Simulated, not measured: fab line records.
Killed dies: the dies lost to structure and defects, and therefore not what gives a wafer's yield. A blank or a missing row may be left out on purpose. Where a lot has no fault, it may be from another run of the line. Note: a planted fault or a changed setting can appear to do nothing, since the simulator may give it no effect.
A struck lot beside a sound one / flow gf180mcu / 11 out of 602 route steps
Sound: the wafers L866.2, L866.5, L866.6. Wafers L870.2, L870.4, L870.5 were the ones struck. The cause comes at the end.
At each step with rows: each side's tool, then ch and its chambers, then its first start. Under that, the readings that differ: sound wafers / struck wafers / difference of the means / sigmas: that difference in standard deviations of wafers without a fault.
alike: same words and numbers on both sides, and readings whose means sit less than 2 such deviations apart. not compared: any withheld reading, any reading some wafer has no value for, any bound like >300 that may hide the same value, and any number with overlapping values for which the record gives no deviation.
Wherever a step has rows on one side only, a row that says differs or no value, or a row with sigmas, the two part there. Non-overlapping numbers with no deviation appear without sigmas and do not part them. A reading missing from all wafers of one side parts the sides only when that side holds two or more wafers.

GF_STI_BOW_MEAS_00:
  struck on filmMetro-03, day 3 17:01; sound on filmMetro-03, day 2 21:01
  alike: INCOMING_BOW
then, 1 step without rows for these wafers: GF_STI_OXIDATION_01 (stabilise 600 s, purge 300 s, target thk 10 nm).
GF_STI_THK_MEAS_02:
  struck on filmMetro-03, day 3 18:31; sound on filmMetro-03, day 2 23:11
reading=STI_OXIDATION_THK (nm); sound=9.72 10.00 9.82; struck=10.32 10.42 10.49; difference=+0.56; sigmas=+2
then, 1 step without rows for these wafers: GF_STI_CVD_03 (deposits Si3N4 from DCS/NH3, target thk 207.16 nm, time 3551 s).
GF_STI_THK_MEAS_04:
  struck on filmMetro-01, day 3 21:34; sound on filmMetro-04, day 3 01:13
  alike: STI_CVD_03_THK
then, 4 steps without rows for these wafers: GF_STI_DEHYDRATE_05 (time 60 s); GF_STI_HMDS_06 (prime time 60 s); GF_STI_COAT_07 (resist thk 700 nm); GF_STI_SOFTBAKE_08 (time 60 s).
GF_STI_EXPOSE_09: exposes mask COMP, target cd 220 nm.
  sound on krfScanner-02 ch 0, day 3 07:03; struck on krfScanner-02, day 4 04:19
  no value came back on the struck wafers for exposureDoseMJCm2, focusOffsetNm (nm), stageVelMmS (mm/s); on the sound wafers exposureDoseMJCm2 reads 28.017 27.998 28.003
  alike: mask
then, 1 step without rows for these wafers: GF_STI_PEB_10 (peb time 90 s).

== WHERE THEY PART ==
First at GF_STI_THK_MEAS_02; last, within this record, at GF_STI_EXPOSE_09.

WHY: whatever the simulator had introduced
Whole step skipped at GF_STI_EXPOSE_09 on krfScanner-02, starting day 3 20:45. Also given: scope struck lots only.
